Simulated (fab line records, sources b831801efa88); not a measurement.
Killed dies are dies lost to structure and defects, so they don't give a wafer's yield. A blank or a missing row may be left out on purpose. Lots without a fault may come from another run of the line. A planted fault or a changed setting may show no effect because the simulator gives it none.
Which tool did it? | flow gf180mcu | 13 lots, 39 wafers sampled, at 5 steps of a route of 602

WHAT THE GAUGES READ, wafer by wafer
GF_STI_BOW_MEAS_00. Usual: INCOMING_BOW 0 um, standard deviation 7.
lot  | measured    | on            | INCOMING_BOW (um) | flag
L257 | day 1 15:01 | film_metro-03 | -13 1 4           |
L258 | day 1 20:00 | film_metro-01 | 0 -5 -4           |
L259 | day 2 01:01 | film_metro-01 | -5 -8 -15         |
L261 | day 2 11:00 | film_metro-03 | 11 7 -3           |
L262 | day 2 16:01 | film_metro-01 | 8 -4 3            |
L263 | day 2 21:02 | film_metro-01 | 3 2 0             |
L264 | day 3 02:02 | film_metro-01 | 8 0 -1            |
L268 | day 3 22:04 | film_metro-03 | -2 -15 -1         |
L272 | day 4 18:00 | film_metro-03 | 0 13 -2           |
L273 | day 4 23:02 | film_metro-02 | 13 5 4            |
L276 | day 5 14:01 | film_metro-01 | -6 7 -16          |
L277 | day 5 19:01 | film_metro-02 | 4 -2 6            |
L279 | day 6 05:00 | film_metro-03 | -3 5 -6           |

GF_DUAL_GATE_THK_MEAS_03. Usual: DUAL_GATE_OXIDATION_00_THK 10.83 nm, standard deviation 0.21.
lot  | measured     | on            | DUAL_GATE_OXIDATION_00_THK (nm) | flag
L257 | day 8 00:31  | film_metro-02 | 10.51 10.74 10.55               |
L258 | day 8 05:35  | film_metro-02 | 10.89 10.74 10.84               |
L259 | day 8 15:11  | film_metro-03 | 10.52 10.50 10.40               |
L261 | day 9 03:20  | film_metro-03 | 10.85 10.87 10.74               |
L262 | day 9 11:08  | film_metro-02 | 11.06 10.78 11.03               |
L263 | day 9 13:14  | film_metro-02 | 10.76 10.82 10.69               |
L264 | day 9 21:05  | film_metro-01 | 10.92 10.86 10.81               |
L268 | day 11 02:46 | film_metro-02 | 10.81 10.63 10.77               |
L272 | day 12 03:52 | film_metro-02 | 9.51 9.50 9.67 9.57 9.51 9.69   | OFF
L273 | day 12 09:32 | film_metro-01 | 9.42 9.20 9.33 9.46 9.22 9.36   | OFF
L276 | day 13 07:11 | film_metro-01 | 10.45 10.62 10.53               |
L277 | day 13 13:28 | film_metro-02 | 10.57 10.56 10.69               |
L279 | day 14 03:30 | film_metro-03 | 10.72 10.54 10.71               |

GF_HV_LDD_OVL_MEAS_20. Usual: HV_LDD_01_OVL -0.3 nm, standard deviation 1.5.
lot  | measured     | on         | HV_LDD_01_OVL (nm) | flag
L257 | day 11 05:21 | overlay-02 | -3.9 -1.6 -2.2     |
L258 | day 11 09:59 | overlay-02 | 0.7 0.6 -0.1       |
L259 | day 12 00:40 | overlay-01 | 1.1 1.2 1.4        |
L261 | day 12 09:56 | overlay-02 | -4.2 -4.3 -2.1     |
L262 | day 12 18:58 | overlay-02 | -2.7 -2.0 -4.4     |
L263 | day 12 22:06 | overlay-02 | 1.0 2.5 0.3        |
L264 | day 13 07:03 | overlay-01 | 0.6 1.5 0.6        |
L268 | day 14 15:13 | overlay-01 | -1.6 -2.9 -2.3     |
L272 | day 15 21:38 | overlay-01 | 1.3 -1.5 2.3       |
L273 | day 16 01:25 | overlay-01 | 3.3 1.2 1.7        |
L276 | day 17 03:14 | overlay-01 | 2.4 0.2 0.8        |
L277 | day 17 10:26 | overlay-02 | -2.4 1.7 -0.4      |
L279 | day 18 02:14 | overlay-02 | 0.5 0.2 -0.7       |

GF_HV_LDD_OVL_MEAS_32. Usual: HV_LDD_02_OVL -0.7 nm, standard deviation 1.4.
lot  | measured     | on         | HV_LDD_02_OVL (nm) | flag
L257 | day 12 00:06 | overlay-02 | -2.2 -1.3 -1.2     |
L258 | day 12 04:50 | overlay-02 | -3.4 -2.1 -0.9     |
L259 | day 12 19:32 | overlay-01 | 0.1 0.7 1.2        |
L261 | day 13 06:07 | overlay-02 | -1.8 -0.1 -1.2     |
L262 | day 13 14:54 | overlay-01 | -0.3 -0.4 -2.0     |
L263 | day 13 18:27 | overlay-01 | -1.3 -0.9 0.8      |
L264 | day 14 03:34 | overlay-02 | -1.9 -0.2 -0.9     |
L268 | day 15 12:46 | overlay-02 | -2.2 -1.6 -1.5     |
L272 | day 16 19:47 | overlay-01 | -0.5 -0.8 -1.8     |
L273 | day 16 23:51 | overlay-02 | -0.8 0.6 -2.3      |
L276 | day 18 03:07 | overlay-01 | -0.8 1.3 -0.6      |
L277 | day 18 09:35 | overlay-02 | 2.5 0.8 1.7        |
L279 | day 19 01:59 | overlay-01 | -1.3 0.4 -1.2      |

WHICH TOOL RAN EACH LOT (tool, then ch and the chambers of the sampled wafers, then the start)
lot  | GF_DUAL_GATE_OXIDATION_02
L257 | furnace-01 ch 0, day 7 23:04
L258 | furnace-02 ch 0, day 8 04:08
L259 | furnace-02 ch 0, day 8 13:43
L261 | furnace-02 ch 0, day 9 01:51
L262 | furnace-01 ch 0, day 9 09:41
L263 | furnace-02 ch 0, day 9 11:46
L264 | furnace-02 ch 0, day 9 19:37
L268 | furnace-02 ch 0, day 11 01:17
L272 | furnace-01 ch 0, day 12 02:25
L273 | furnace-01 ch 0, day 12 08:05
L276 | furnace-02 ch 0, day 13 05:43
L277 | furnace-02 ch 0, day 13 12:01
L279 | furnace-02 ch 0, day 14 02:03
- GF_DUAL_GATE_OXIDATION_02: stabilise 600 s, purge 300 s, target thk 10.887 nm.

WHAT THE TOOLS THEMSELVES READ (means of the sampled wafers that have a number; where no wafer has one, the mark that the record gives instead)
GF_DUAL_GATE_OXIDATION_02. Usual: spike_tc_bottom_C 918.0 C, standard deviation 1; spike_tc_centre_C 900.9 C, standard deviation 1; spike_tc_lower_C 900.2 C, standard deviation 1.7; spike_tc_top_C 910.4 C, standard deviation 2.4; spike_tc_upper_C 899.6 C, standard deviation 1.2; tube_center_temp_C 900.01 C, standard deviation 0.086; tube_center_temp_C_max 902.4, standard deviation 0.4.
lot  | tool       | spike_tc_bottom_C (C) | spike_tc_centre_C (C) | spike_tc_lower_C (C) | spike_tc_top_C (C) | spike_tc_upper_C (C) | tube_center_temp_C (C) | tube_center_temp_C_max | flag
L257 | furnace-01 | 917.9                 | 901.3                 | 902.3                | 907.0              | 898.6                | 900.04                 | 902.3                  |
L258 | furnace-02 | 917.5                 | 900.8                 | 898.9                | 913.0              | 899.6                | 900.10                 | 902.4                  |
L259 | furnace-02 | 919.0                 | 900.1                 | 899.7                | 911.6              | 899.9                | 900.01                 | 902.3                  |
L261 | furnace-02 | 917.9                 | 900.6                 | 899.3                | 912.5              | 901.5                | 899.97                 | 902.2                  |
L262 | furnace-01 | 918.4                 | 901.9                 | 902.3                | 906.9              | 899.3                | 899.95                 | 902.3                  |
L263 | furnace-02 | 918.4                 | 899.9                 | 899.1                | 912.8              | 899.9                | 900.00                 | 902.4                  |
L264 | furnace-02 | 917.2                 | 901.8                 | 899.8                | 912.6              | 900.4                | 900.04                 | 902.4                  |
L268 | furnace-02 | 917.0                 | 900.5                 | 899.0                | 910.5              | 900.2                | 899.98                 | 902.2                  |
L272 | furnace-01 | 903.6                 | 885.8                 | 888.3                | 892.8              | 884.4                | 885.50                 | 887.9                  | OFF
L273 | furnace-01 | 903.7                 | 885.6                 | 888.1                | 893.6              | 885.7                | 885.50                 | 888.2                  | OFF
L276 | furnace-02 | 917.3                 | 901.1                 | 899.3                | 912.7              | 899.2                | 900.01                 | 902.2                  |
L277 | furnace-02 | 918.2                 | 900.7                 | 898.7                | 912.3              | 899.0                | 900.03                 | 902.1                  |
L279 | furnace-02 | 918.4                 | 901.6                 | 898.9                | 911.2              | 899.5                | 900.00                 | 901.9                  |

THE ANSWER, worked out from the rows above alone
Rule: a lot is off if the mean of its wafers that have a number lies more than 3 standard deviations from the usual mean. A lot without any number at a reading at which 4 lots or more have one is off too. The other lots that the step has rows for count as sound. The gauges are gone through in route order, then the tools' own readings, and for those a lot's mean is taken as printed above. The first step at which some lot is off is used, and at that step the reading that is off furthest; a lot without a number counts as furthest.
Off: L272, L273, at GF_DUAL_GATE_THK_MEAS_03 (DUAL_GATE_OXIDATION_00_THK).
A tool fits if, at a process step before that reading, it ran every lot that is off, and no sound lot after the first of them. The gauges at GF_DUAL_GATE_THK_MEAS_03 aren't tried: what is off there is off at GF_DUAL_GATE_OXIDATION_02 too, on other tools, and a gauge's error can't cause that. One fits: furnace-01 at GF_DUAL_GATE_OXIDATION_02. Its last sound lot is L262 (day 9 09:41), its first lot that is off L272 (day 12 02:25): a fault that began between those two fits.
The tool's own readings at GF_DUAL_GATE_OXIDATION_02 bear it out: on the lots that are off they differ by more than 5 times the standard deviation of the sound lots' means. spike_tc_bottom_C reads 903.7 C there against 917.9 C on the sound lots; spike_tc_centre_C reads 885.7 C there against 900.9 C on the sound lots; spike_tc_lower_C reads 888.2 C there against 899.8 C on the sound lots; spike_tc_top_C reads 893.2 C there against 911.2 C on the sound lots; spike_tc_upper_C reads 885.0 C there against 899.7 C on the sound lots; tube_center_temp_C reads 885.50 C there against 900.01 C on the sound lots; tube_center_temp_C_max reads 888.0 there against 902.2 on the sound lots.

WHAT THE SIMULATOR HAD PUT IN
Process parameter drift: furnace-01, from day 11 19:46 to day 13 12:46, at GF_DUAL_GATE_OXIDATION_02. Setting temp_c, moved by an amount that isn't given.
Lots struck among those shown: L272, L273. The rule above found the same.
